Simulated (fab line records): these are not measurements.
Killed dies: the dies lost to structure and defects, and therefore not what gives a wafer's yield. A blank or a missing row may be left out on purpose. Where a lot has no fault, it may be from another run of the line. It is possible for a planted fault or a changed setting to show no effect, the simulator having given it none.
Struck lot and sound lot, side by side    flow sfq line    14 steps out of a route of 325
Sound: these wafers, L823.1, L823.2, L823.5. Struck: wafers L808.3, L808.6. (L808.1 of the same lot was not struck and is left out.) The cause comes at the end.
Each step with rows lists, per side, the tool, then ch with its chambers, then its first start. Under that, the readings that differ: sound wafers    struck wafers    difference of the means    sigmas: that difference in standard deviations of wafers without a fault.
alike: same words and numbers on both sides, and readings whose means sit less than 2 such deviations apart. not compared: any withheld reading, any reading some wafer has no value for, any bound like >300 that may hide the same value, and any number with overlapping values for which the record gives no deviation.
The two part at a step that has a row with sigmas, a row that says differs or no value, or rows on one side only. Non-overlapping numbers with no deviation appear without sigmas and do not part them. A reading that every wafer of one side lacks parts them only if that side has two wafers or more.

first, 2 steps without rows for these wafers: SFQ_TRILAYER_I0_VIA_STRIP_SOLV_CLEAN_036 (cleans in NMP, time 600 s); SFQ_TRILAYER_M1_DEP_PRE_CLEAN_038 (time 22.5 s).
SFQ_TRILAYER_M1_DEP_SPUTTER_037: material Nb, target thk 200 nm, time 133.3 s.
  sound: pvd sputter-05 at day 26 10:14; struck: pvd sputter-03 at day 15 00:04
  alike: cathode dc power W, throttle valve pct
SFQ_M1_RS_MEAS_909: uses a four-point probe to measure.
  sound: film metro-03 at day 26 10:19; struck: film metro-01 at day 15 00:09
  alike: M1_NB_RS
then, 6 steps without rows for these wafers: SFQ_TRILAYER_M1_LITHO_COAT_044 (resist thk 62 nm); SFQ_TRILAYER_M1_LITHO_COAT_039 (resist thk 600 nm); SFQ_TRILAYER_M1_LITHO_SOFTBAKE_043; SFQ_TRILAYER_M1_LITHO_EXPOSE_040 (exposes mask M1, target cd 500 nm); SFQ_TRILAYER_M1_LITHO_PEB_042 (peb time 60 s); SFQ_TRILAYER_M1_LITHO_DEVELOP_041 (time 60 s).
-- the record jumps here: 6 days lie between the struck wafers' starts before and after --
SFQ_M1_OVL_MEAS_911:
  sound: overlay-01 at day 32 19:53; struck: overlay-01 at day 20 21:46
  alike: M1_OVL
SFQ_TRILAYER_M1_BARC_OPEN_METAL_ETCH_054: etches BARC in O2, target depth 125 nm, time 41.7 s.
  sound on rie metal-03 ch 0,1, day 32 19:55; struck on rie metal-01 ch 0, day 20 21:49
reading                                              sound              struck       difference  sigmas
oes product au (a.u.)                                0.684 0.685 0.685  0.841 0.843  +0.157      +33
run length s (s)                                     70.5 70.1 69.8     61.1 61.3    -8.9        -13
model.KrF_of_TRILAYER_M1_LITHO_COAT_039.thk nm (nm)  522.2 522.8 524.6  535.5 534.5  +11.8       
  alike: drypump motor current A
  not compared: rf hours counter h
SFQ_TRILAYER_M1_ETCH_METAL_ETCH_042: etches Nb in Cl2/Ar, stops on SiO2, target depth 240 nm, time 120 s.
  sound on rie metal-03 ch 0,1, day 32 19:58; struck on rie metal-01 ch 0, day 20 21:52
reading                                              sound              struck       difference  sigmas
model.KrF_of_TRILAYER_M1_LITHO_COAT_039.thk nm (nm)  373.2 380.2 382.2  392.6 393.3  +14.4       
  alike: drypump motor current A, oes product au, run length s
  not compared: rf hours counter h
SFQ_TRILAYER_M1_STRIP_STRIP_043: strips in O2.
  sound on rie metal-03 ch 0,1, day 32 20:06; struck on rie metal-01 ch 0, day 20 21:59
  alike: drypump motor current A, oes product au
  not compared: rf hours counter h

== WHERE THEY PART ==
SFQ_TRILAYER_M1_BARC_OPEN_METAL_ETCH_054 only, going by this record. Later steps at which nothing parts them and some readings are alike: SFQ_TRILAYER_M1_ETCH_METAL_ETCH_042, SFQ_TRILAYER_M1_STRIP_STRIP_043.

WHY: whatever the simulator had introduced
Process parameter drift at SFQ_TRILAYER_M1_BARC_OPEN_METAL_ETCH_054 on rie metal-01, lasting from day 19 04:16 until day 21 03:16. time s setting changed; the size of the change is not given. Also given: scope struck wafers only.
